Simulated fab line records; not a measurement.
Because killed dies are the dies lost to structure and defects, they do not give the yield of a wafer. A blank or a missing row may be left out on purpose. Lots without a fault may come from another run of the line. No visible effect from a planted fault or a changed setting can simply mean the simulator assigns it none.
fab line records ; flow gf180mcu
record: lots: 5; wafers: 15; last-day: 34
route steps=602 shown CONTACT@293
lots that met no fault: taken from a fault-free run of the same line
start-h: start of the lot's first displayed wafer, in hours after the record's first day ; wait-h: hours elapsed since this lot's preceding step ; " same as the row above ; L1.1+2: a single row standing in for several wafers ; - no value, or no start was given ; * or withheld: withheld ; < > ~ a bound
route shown NAME@n: NAME is a module with steps in the file, n the number in the route of the first one ; usual: mean and standard deviation over wafers with no fault ; same: alike in all rows ; chamber/n: place in a boat ; sites: per-site readings ; _std_site: how widely they spread, as a standard deviation ; _edge_site: mean of outer sites minus mean of inner sites ; radius-mm: how far each site lies from the wafer's centre ; mask NAME#n: copy n ; behind: the tool/chamber that last shaped the wafer ; hold: reason for holding the lot/hours on hold/outcome of the hold ; device: which transistor (n, p or np) failed to switch ; end of line: at the end of the route, the tests of the same wafers ; a step given without rows: its recipe and nothing more ; killed: count of dies lost to structure and defects at first sort (not the wafer's yield) ; map: a wafer's dies, x killed, . not, _ none there
set.NAME: setting as actually run; set.NAME@STEP: the setting as run at that earlier step ; model.NAME: the simulator's own value behind a step, which no gauge read
lots at selected steps of the route; one table per step, one row per wafer
services: the hour from which a tool's chamber was out of use, counted from the record's first day as start-h (under 0 if before that day), plus the number of hours and why
== steps ==
step: GF_CONTACT_DEHYDRATE_06
recipe: temp-c: 200; time-s: 60
lot.wafer;tool;chamber;start-h;wait-h
L076.2+4+6;litho-track-01;0;361.87;10.4
L079.3+5+6;litho-track-04;0;390.80;10.6
L086.2+4+5;litho-track-01;0;460.02;11.0
L094.1+2+6;litho-track-01;0;520.34;11.3
L097.2+3+4;litho-track-02;0;545.52;10.9
step: GF_CONTACT_HMDS_07
recipe: prime-time-s: 60; prime-temp-c: 120
lot.wafer;tool;chamber;start-h;wait-h
L076.2+4+6;litho-track-01;0;362.02;0.1
L079.3+5+6;litho-track-04;0;390.95;0.1
L086.2+4+5;litho-track-01;0;460.17;0.1
L094.1+2+6;litho-track-01;0;520.49;0.1
L097.2+3+4;litho-track-02;0;545.67;0.1
step: GF_CONTACT_COAT_08
recipe: resist: BARC; temp-c: withheld; time-s: withheld; spin-rpm: withheld; resist-thk-nm: withheld
lot.wafer;tool;chamber;start-h;wait-h
L076.2+4+6;litho-track-01;0;362.17;0.1
L079.3+5+6;litho-track-04;0;391.10;0.1
L086.2+4+5;litho-track-01;0;460.32;0.1
L094.1+2+6;litho-track-01;0;520.64;0.1
L097.2+3+4;litho-track-02;0;545.82;0.1
step: GF_CONTACT_COAT_09
recipe: resist: KrF; spin-rpm: withheld; resist-thk-nm: 1000
lot.wafer;tool;chamber;start-h;wait-h
L076.2+4+6;litho-track-01;0;-;-
L079.3+5+6;litho-track-04;0;-;-
L086.2+4+5;litho-track-01;0;-;-
L094.1+2+6;litho-track-01;0;-;-
L097.2+3+4;litho-track-02;0;-;-
step: GF_CONTACT_SOFTBAKE_10
recipe: temp-c: 130; time-s: 60; resist: KrF
lot.wafer;tool;chamber;start-h;wait-h
L076.2+4+6;litho-track-01;0;-;-
L079.3+5+6;litho-track-04;0;-;-
L086.2+4+5;litho-track-01;0;-;-
L094.1+2+6;litho-track-01;0;-;-
L097.2+3+4;litho-track-02;0;-;-
step: GF_CONTACT_EXPOSE_11
recipe: mask-id: Contact; target-cd-nm: 220; na: 0.68; source-shape: conventional; sigma-outer: 0.6; dose-mj: 38
same: sigma-outer: 0.6
lot.wafer;tool;chamber;start-h;wait-h;mask
L076.2+4+6;krf-scanner-02;0;-;-;Contact#0
L079.3+5+6;krf-scanner-01;0;-;-;Contact#0
L086.2+4+5;krf-scanner-02;0;-;-;Contact#0
L094.1+2+6;krf-scanner-02;0;-;-;Contact#0
L097.2+3+4;krf-scanner-02;0;-;-;Contact#0
step: GF_CONTACT_PEB_12
recipe: peb-temp-c: 135; peb-time-s: 90; resist: KrF
lot.wafer;tool;chamber;start-h;wait-h
L076.2+4+6;litho-track-01;0;-;-
L079.3+5+6;litho-track-02;0;-;-
L086.2+4+5;litho-track-04;0;-;-
L094.1+2+6;litho-track-02;0;-;-
L097.2+3+4;litho-track-02;0;-;-
step: GF_CONTACT_DEVELOP_13
recipe: develop-time-s: 60; resist: KrF; dev-temp-c: 21
same: develop-time-s: 60
lot.wafer;tool;chamber;start-h;wait-h
L076.2+4+6;litho-track-01;0;373.07;0.2
L079.3+5+6;litho-track-02;0;403.30;0.1
L086.2+4+5;litho-track-04;0;472.08;0.2
L094.1+2+6;litho-track-02;0;532.00;0.2
L097.2+3+4;litho-track-02;0;557.07;0.2
step: GF_CONTACT_CD_MEAS_14
recipe: target-cd-nm: 220
usual: cd-nm: 220.1/1.4
lot.wafer;tool;chamber;start-h;wait-h;cd-nm
L076.2;cd-sem-02;-;373.22;0.1;218.5
L076.4;cd-sem-02;-;373.22;0.1;218.3
L076.6;cd-sem-02;-;373.22;0.1;218.9
L079.3;cd-sem-01;-;403.44;0.1;221.5
L079.5;cd-sem-01;-;403.44;0.1;221.3
L079.6;cd-sem-01;-;403.44;0.1;220.9
L086.2;cd-sem-02;-;472.22;0.1;220.2
L086.4;cd-sem-02;-;472.22;0.1;220.4
L086.5;cd-sem-02;-;472.22;0.1;219.5
L094.1;cd-sem-02;-;532.15;0.1;217.8
L094.2;cd-sem-02;-;532.15;0.1;219.7
L094.6;cd-sem-02;-;532.15;0.1;218.5
L097.2;cd-sem-01;-;557.22;0.1;221.9
L097.3;cd-sem-01;-;557.22;0.1;220.2
L097.4;cd-sem-01;-;557.22;0.1;219.8
step: GF_CONTACT_OVL_MEAS_15
usual: CONTACT_OVL: 2/4.7
lot.wafer;tool;chamber;start-h;wait-h;CONTACT_OVL[nm]
L076.2;overlay-02;-;373.32;0.1;-1
L076.4;overlay-02;-;373.32;0.1;2
L076.6;overlay-02;-;373.32;0.1;6
L079.3;overlay-01;-;403.53;0.1;-2
L079.5;overlay-01;-;403.53;0.1;-1
L079.6;overlay-01;-;403.53;0.1;-12
L086.2;overlay-02;-;472.33;0.1;-4
L086.4;overlay-02;-;472.33;0.1;6
L086.5;overlay-02;-;472.33;0.1;3
L094.1;overlay-02;-;532.27;0.1;4
L094.2;overlay-02;-;532.27;0.1;-4
L094.6;overlay-02;-;532.27;0.1;0
L097.2;overlay-01;-;557.32;0.1;-4
L097.3;overlay-01;-;557.32;0.1;-1
L097.4;overlay-01;-;557.32;0.1;1
step: GF_CONTACT_ETCH_16
recipe: chemistry: N2/H2; target-depth-a: withheld; overetch-a: withheld; time-s: withheld; target: BARC; ion-energy-ev: 200; source-w: 500; bias-w: 100; pressure-mtorr: 30; n2-flow-sccm: 100; h2-flow-sccm: 200
usual: drypump-motor-current-A: 5.5/0.39; oes-product-au: 0.854/0.005; throttle-valve-pct: 13.225/0.0087
lot.wafer;tool;chamber;start-h;wait-h;drypump-motor-current-A;oes-product-au;throttle-valve-pct
L076.2;rie-diel-03;2;373.35;0.0;5.5;0.859;13.238
L076.4;rie-diel-03;0;373.35;0.0;5.0;0.855;13.236
L076.6;rie-diel-03;3;373.35;0.0;5.8;0.853;13.231
L079.3;rie-diel-04;2;403.56;0.0;5.7;0.866;13.215
L079.5;rie-diel-04;0;403.56;0.0;5.6;0.847;13.231
L079.6;rie-diel-04;3;403.56;0.0;5.8;0.850;13.217
L086.2;rie-diel-03;0;472.36;0.0;5.0;0.855;13.214
L086.4;rie-diel-03;3;472.36;0.0;5.8;0.853;13.220
L086.5;rie-diel-03;0;472.36;0.0;5.0;0.861;13.199
L094.1;rie-diel-03;2;532.30;0.0;5.5;0.851;13.236
L094.2;rie-diel-03;1;532.30;0.0;5.1;0.859;13.221
L094.6;rie-diel-03;0;532.30;0.0;5.0;0.854;13.221
L097.2;rie-diel-02;2;557.35;0.0;5.1;0.854;13.217
L097.3;rie-diel-02;1;557.35;0.0;6.2;0.854;13.227
L097.4;rie-diel-02;3;557.35;0.0;6.1;0.857;13.223
step: GF_CONTACT_ETCH_17
recipe: chemistry: C4F8/O2/Ar; mask-material: KrF; target: SiO2; stop-on: CoSi2; source-w: 1500; bias-w: 1200; pressure-mtorr: 40; c4f8-flow-sccm: withheld; O2_flow_sccm: 6; Ar_flow_sccm: 300; time-s: withheld; target-depth-a: 8600
usual: oes-product-au: 0.815/0.0046
lot.wafer;tool;chamber;start-h;wait-h;oes-product-au
L076.2;rie-diel-03;2;-;-;0.810
L076.4;rie-diel-03;0;-;-;0.814
L076.6;rie-diel-03;3;-;-;0.813
L079.3;rie-diel-04;2;-;-;0.816
L079.5;rie-diel-04;0;-;-;0.810
L079.6;rie-diel-04;3;-;-;0.815
L086.2;rie-diel-03;0;-;-;0.813
L086.4;rie-diel-03;3;-;-;0.817
L086.5;rie-diel-03;0;-;-;0.812
L094.1;rie-diel-03;2;-;-;0.812
L094.2;rie-diel-03;1;-;-;0.813
L094.6;rie-diel-03;0;-;-;0.810
L097.2;rie-diel-02;2;-;-;0.810
L097.3;rie-diel-02;1;-;-;0.819
L097.4;rie-diel-02;3;-;-;0.811
== services ==
tool;chamber;start-h;hours;kind
rie-diel-03;2;352.44;9.9;repair
krf-scanner-02;-;353.90;1.3;pm
krf-scanner-02;-;355.20;0.8;pm
rie-diel-03;0;362.78;8.3;repair
rie-diel-04;3;365.00;3.1;repair
rie-diel-02;-;377.35;0.5;repair
krf-scanner-02;-;378.63;1.0;pm
rie-diel-02;1;388.37;7.0;repair
rie-diel-04;2;390.49;2.2;repair
rie-diel-04;1;392.21;17.2;repair
rie-diel-03;0;404.88;14.0;repair
rie-diel-03;2;410.64;9.0;repair
krf-scanner-02;-;440.95;5.3;repair
rie-diel-03;0;500.48;2.5;repair
rie-diel-03;2;517.22;1.6;repair
rie-diel-03;-;517.30;0.8;repair
rie-diel-03;0;519.42;9.6;repair
krf-scanner-02;-;522.98;0.8;pm
krf-scanner-02;-;529.43;1.3;pm
rie-diel-03;2;537.93;6.3;repair
krf-scanner-02;-;541.98;0.3;repair
rie-diel-03;1;544.62;5.6;repair
krf-scanner-02;-;547.63;1.0;pm
rie-diel-03;3;554.44;5.2;repair
== key ==
fault none
